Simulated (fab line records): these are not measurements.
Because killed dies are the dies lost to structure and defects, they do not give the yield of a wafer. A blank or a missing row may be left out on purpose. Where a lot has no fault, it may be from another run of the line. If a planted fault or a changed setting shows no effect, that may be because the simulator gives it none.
Which of the tools did it? :: flow gf180mcu :: 7 lots, 21 wafers sampled, at 1 step of a route of 602

== WHAT THE GAUGES SHOWED, per wafer ==
GF_STI_THK_MEAS_02.
lot: L501
measured: day 1 16:31
on: film metro-04
STI_OXIDATION_THK (nm): 10.31 10.09 10.25

lot: L503
measured: day 2 03:47
on: film metro-04
STI_OXIDATION_THK (nm): 10.16 10.30 10.11

lot: L507
measured: day 2 23:55
on: film metro-01
STI_OXIDATION_THK (nm): 9.78 9.79 9.97

lot: L514
measured: day 4 09:32
on: film metro-04
STI_OXIDATION_THK (nm): 10.27 9.95 10.04

lot: L517
measured: day 5 00:32
on: film metro-04
STI_OXIDATION_THK (nm): 10.04 10.03 10.11

lot: L520
measured: day 5 18:20
on: film metro-04
STI_OXIDATION_THK (nm): 10.18 9.79 9.76

lot: L523
measured: day 6 07:01
on: film metro-01
STI_OXIDATION_THK (nm): 10.21 10.06 9.93

== WHAT TOOL EACH LOT RAN ON (gives the tool, then ch and the chambers of the sampled wafers, and finally the start) ==
There is no process step in the record ahead of these readings.

== THE ANSWER, worked out from the rows above alone ==
Rule: the usual values come from the lots themselves. The widest of any qualifying gaps counts: lots, ordered by their means at a reading, are off when they make up no more than a third of the lots, leave a main group of 4 or more, and stand apart from it by 3 or more times the standard deviation of that group's means. The tables above print the reading to a certain number of digits; a main group whose means all agree to those digits is not used. A lot without any number at a reading at which 4 lots or more have one is off too. The other lots that the step has rows for count as sound.
No lot is off at any reading shown: from this, nothing can be told.

== WHAT THE SIMULATOR PUT IN ==
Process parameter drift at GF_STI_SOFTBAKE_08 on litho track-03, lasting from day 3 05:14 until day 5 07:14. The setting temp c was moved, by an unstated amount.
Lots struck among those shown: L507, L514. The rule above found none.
